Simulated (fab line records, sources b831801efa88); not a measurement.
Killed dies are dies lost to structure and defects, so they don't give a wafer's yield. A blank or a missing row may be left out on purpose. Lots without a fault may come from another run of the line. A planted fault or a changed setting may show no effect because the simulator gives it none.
Problem report in the 8D (eight disciplines) form, filled by code | flow gf180mcu | the parts of the form that need people (team, actions taken, sign-off) are left out

1. THE PROBLEM
oes_product_au at GF_V1_ETCH_17 reads a mean of 0.373 a.u. on 9 wafers of 3 lots; wafers without a fault read 0.856 a.u. with a standard deviation of 0.0045. That is -99 or more standard deviations from the usual mean.
The step: etches SiO2 in C4F8/O2/Ar, stops on TiN, target depth 630 nm.
The step gives no start for some of these wafers. The record holds 45 wafers of 15 lots with a number at this step. Rule for "out", or "out of limits": more than 4 standard deviations from the usual mean. The other wafers with a number count as sound.

2. WHAT IT IS AND WHAT IT IS NOT
question                    | is                     | is not
which readings at this step | oes_product_au         | bias_w, chamber_pressure_mTorr, rf_fwd_power_W
which lots                  | L748, L750, L751       | L734, L735, L736, L737, L738, L740, L741, L742, L743, L745, L752, L755
which wafers of those lots  | all that have a number | -
read on which tools         | rie_diel-02            | rie_diel-03, rie_diel-04

3. SUSPECTS, AND WHAT RULES EACH OUT
Counting: a tool at a process step up to the reading stays a suspect if it ran every lot that is out and no sound lot after the first of them.
- rie_diel-02 at GF_V1_ETCH_16 (etches BARC in N2/H2): ruled out as a lasting fault. Sound lots L752 ran on it after its first lot that is out, L748 (day 23 20:19).
- rie_diel-02 at GF_V1_ETCH_17 (etches SiO2 in C4F8/O2/Ar, stops on TiN, target depth 630 nm): ruled out as a lasting fault. Sound lots L752 ran on it after its first lot that is out, L748 (day 23 20:27). GF_V1_ETCH_17 gives no start for some lots, so the hours and the order of its lots are those of GF_V1_STRIP_18.
Left after counting: nothing in the record.

4. THE CAUSE (what the simulator had put in)
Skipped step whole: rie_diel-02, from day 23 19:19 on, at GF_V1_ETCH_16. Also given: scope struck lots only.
Counting ruled it out, wrongly.

5. THE CHAIN OF EFFECTS, in route order
Each row: a reading whose mean over the struck wafers that have a number lies more than 3 standard deviations from the usual. Only readings for which the record gives a usual standard deviation are gone through. hours: the time from each lot's start at the first step in this table that gives one to its start at this step, as a median over the lots. sigmas: the change in usual standard deviations.
hours | step           | reading        | usual      | on struck wafers | change | sigmas
-     | GF_V1_ETCH_17  | oes_product_au | 0.856 a.u. | 0.373            | -0.483 | -99 or more
0     | GF_V1_STRIP_18 | oes_product_au | 0.593 a.u. | 0.611            | +0.018 | +3.3
The process steps in it:
- GF_V1_ETCH_17: etches SiO2 in C4F8/O2/Ar, stops on TiN, target depth 630 nm.
- GF_V1_STRIP_18: strips in O2/N2.
Readings that are blank on the struck wafers while sound wafers have them: bias_w at GF_V1_ETCH_16; chamber_pressure_mTorr at GF_V1_ETCH_16; drypump_motor_current_A at GF_V1_ETCH_16; oes_product_au at GF_V1_ETCH_16; rf_fwd_power_W at GF_V1_ETCH_16; throttle_valve_pct at GF_V1_ETCH_16.

6. WHAT WOULD HAVE CAUGHT IT SOONER
At GF_V1_ETCH_16 the tool's readings are blank on the struck wafers, where sound wafers have them: an empty tool record is the first sign, and it was there at once.
